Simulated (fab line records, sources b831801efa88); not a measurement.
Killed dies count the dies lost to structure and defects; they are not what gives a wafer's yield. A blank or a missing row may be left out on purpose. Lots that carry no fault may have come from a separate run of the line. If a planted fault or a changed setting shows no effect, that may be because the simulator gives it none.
Problem report, 8D (eight disciplines) form, completed by code | flow sky130 | the parts of the form that need people (team, actions taken, sign-off) are left out

1. WHAT WENT WRONG
Mean of killedAtContacts at SKY_PAD_OPEN_PROBE_99: 66 across 6 wafers in 2 lots; on wafers with no fault it is 24 (standard deviation 4.8). That puts it +8.8 standard deviations away from the usual mean.
First observed at day 48 04:26: wafer L630.1, on prober-01. Wafers with a number at this step in the record: 6, from 2 lots. By rule, "out" or "out of limits" means more than 4 standard deviations away from the usual mean. Any other wafer with a number is counted as sound.

2. WHAT THIS IS AND IS NOT
question                    | is                     | is not
which readings at this step | killedAtContacts       | killed_at_M4_up, killedAtFrontEnd, killedAtOther
which lots                  | L630, L632             | -
which wafers of those lots  | all that have a number | -
read on which tools         | prober-01, prober-02   | -
when                        | from day 48 04:26      | up to then (0 sound wafers)

3. SUSPECTS, AND WHAT RULES EACH OUT
Counting: a tool at a process step up to the reading stays a suspect if it ran every lot that is out and no sound lot after the first of them.
- rieDiel-02 at SKY_LI_CONTACT_ETCH_14 (etches BARC in N2/H2, stops on SiO2, time 45.9 s, target depth 60 nm): kept. It ran every lot that is out, first L630 (day 32 10:28), and no sound lot after that.
- pvdSputter-02 at SKY_METAL4_SPUTTER_00 (material Ti, target thk 15 nm, time 10 s): kept. It ran every lot that is out, first L630 (day 42 13:34), and no sound lot after that.
What counting leaves: rieDiel-02 at SKY_LI_CONTACT_ETCH_14 and pvdSputter-02 at SKY_METAL4_SPUTTER_00.

4. THE CAUSE (what the simulator had put in)
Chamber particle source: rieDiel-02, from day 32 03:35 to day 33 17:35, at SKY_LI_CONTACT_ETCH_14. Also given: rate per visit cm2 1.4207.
Counting left 2 suspects, and this tool is among them.

5. THE EFFECT CHAIN, in route order
Each row: a reading whose mean over the struck wafers that have a number lies more than 3 standard deviations from the usual. Only readings whose record carries a usual standard deviation are examined. hours: median over the lots of the time between each lot's start at the first step of this table that gives one and its start at this step. sigmas: the change, counted in usual standard deviations.
hours | step                  | reading          | usual | on struck wafers | change | sigmas
0     | SKY_PAD_OPEN_PROBE_99 | killedAtContacts | 24    | 66               | +42    | +8.8
0     | SKY_PAD_OPEN_PROBE_99 | killedDies       | 86    | 118              | +32    | +3.7
0     | SKY_PAD_OPEN_PROBE_99 | killedOnRim      | 17    | 28               | +11    | +3.1
Here are the process steps it includes:
- SKY_PAD_OPEN_PROBE_99

6. WHAT WOULD HAVE CAUGHT IT SOONER
The fault began at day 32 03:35; the first out-of-limits reading in this record came at day 48 04:26, 385 hours later.
An alarm limit of 4 standard deviations would not have fired on the tool readings at SKY_LI_CONTACT_ETCH_14 for which the record gives a usual standard deviation, since none of them was out on any struck wafer.
By day 48 04:26 the whole set of lots that are out, 2 in number, had already begun SKY_LI_CONTACT_ETCH_14 on rieDiel-02. Holding the tool at that point would not have protected any of them.
